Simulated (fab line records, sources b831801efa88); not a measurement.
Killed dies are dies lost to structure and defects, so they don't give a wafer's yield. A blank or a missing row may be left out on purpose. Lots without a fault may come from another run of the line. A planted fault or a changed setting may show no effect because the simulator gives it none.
Chamber matching | flow sky130 | SKY_CONTACT_CMP_27 on cmp-01: 4 sister chambers
The step polishes, stops on SiO2, t overpolish 15 s, target thk 0 nm. 33 wafers are shown with their chamber, then 12 later ones without.

WAFERS WITH THEIR CHAMBER
wafer  | chamber | motor_current_A (A) | time_to_endpoint_s (s) | slurry_flow_ml_min
L074.2 | 3       | 13.7                | 87                     | 150.0
L074.3 | 0       | 11.6                | 85                     | 149.5
L074.4 | 2       | 10.9                | 89                     | 149.6
L076.2 | 1       | 10.9                | 79                     | 149.7
L076.3 | 0       | 11.9                | 79                     | 150.4
L076.6 | 3       | 13.9                | 83                     | 149.7
L078.1 | 0       | 11.2                | 82                     | 150.0
L078.4 | 2       | 10.9                | 84                     | 150.5
L078.6 | 0       | 12.1                | 83                     | 150.3
L080.3 | 2       | 11.1                | 85                     | 150.0
L080.5 | 2       | 10.9                | 87                     | 150.3
L080.6 | 3       | 14.0                | 84                     | 149.4
L083.1 | 0       | 11.8                | 83                     | 150.3
L083.2 | 2       | 11.4                | 84                     | 149.6
L083.6 | 0       | 11.5                | 81                     | 150.5
L085.1 | 1       | 10.8                | 76                     | 150.6
L085.4 | 0       | 11.3                | 84                     | 150.7
L085.6 | 2       | 11.4                | 86                     | 150.1
L086.1 | 2       | 10.9                | 83                     | 149.3
L086.3 | 3       | 13.7                | 80                     | 150.2
L086.6 | 1       | 11.0                | 78                     | 150.6
L087.1 | 2       | 10.9                | 84                     | 150.0
L087.2 | 3       | 14.2                | 75                     | 149.9
L087.5 | 3       | 14.2                | 77                     | 150.6
L088.2 | 2       | 10.3                | 86                     | 150.3
L088.5 | 2       | 10.9                | 82                     | 149.9
L088.6 | 1       | 10.9                | 75                     | 150.7
L092.1 | 2       | 11.1                | 83                     | 149.5
L092.3 | 1       | 10.6                | 74                     | 149.1
L092.6 | 3       | 13.3                | 80                     | 149.6
L093.1 | 2       | 10.9                | 86                     | 149.8
L093.3 | 1       | 10.9                | 79                     | 150.0
L093.4 | 3       | 13.6                | 81                     | 149.9

SIGNATURES (means of the wafers above)
reading            | chamber 0 | chamber 1 | chamber 2 | chamber 3 | scatter within a chamber
motor_current_A    | 11.629    | 10.850    | 10.967    | 13.825    | 0.281
time_to_endpoint_s | 82.43     | 76.83     | 84.92     | 80.88     | 2.58
slurry_flow_ml_min | 150.243   | 150.117   | 149.908   | 149.912   | 0.43
Rule: a wafer's distance from a chamber is the root of the sum, over the readings, of the square of ((its reading less the chamber's mean) divided by the reading's scatter). The wafer belongs to the nearest chamber; if the next one is less than 2 further off, it can't be placed. The scatter: the root of (the sum of the squares of (reading less its chamber's mean) over the shown wafers, divided by (wafers less chambers)).

WAFERS WITHOUT THEIR CHAMBER
wafer  | motor_current_A (A) | time_to_endpoint_s (s) | slurry_flow_ml_min
L094.3 | 10.6                | 81                     | 149.9
L094.4 | 11.3                | 83                     | 150.6
L094.6 | 10.9                | 87                     | 149.0
L095.4 | 13.5                | 85                     | 149.5
L095.5 | 11.2                | 80                     | 150.3
L095.6 | 11.5                | 84                     | 149.7
L096.1 | 10.9                | 82                     | 150.4
L096.2 | 11.7                | 83                     | 149.8
L096.3 | 14.2                | 82                     | 149.7
L097.3 | 11.3                | 90                     | 149.7
L097.5 | 10.5                | 79                     | 150.2
L097.6 | 10.8                | 86                     | 150.0

WHICH CHAMBER EACH WENT THROUGH
wafer  | from the rows above          | in truth
L094.3 | can't be placed: 1 or 2 or 0 | 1
L094.4 | can't be placed: 0 or 2 or 1 | 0
L094.6 | can't be placed: 2 or 0      | 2
L095.4 | 3                            | 3
L095.5 | can't be placed: 0 or 1 or 2 | 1
L095.6 | can't be placed: 0 or 2      | 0
L096.1 | can't be placed: 2 or 1 or 0 | 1
L096.2 | can't be placed: 0 or 2      | 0
L096.3 | 3                            | 3
L097.3 | can't be placed: 2 or 0      | 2
L097.5 | can't be placed: 1 or 2      | 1
L097.6 | 2                            | 2
Placed correctly: 3 of 12. Can't be placed from these rows: 9 (the true chamber is among the candidates in 9). Placed wrongly: 0.
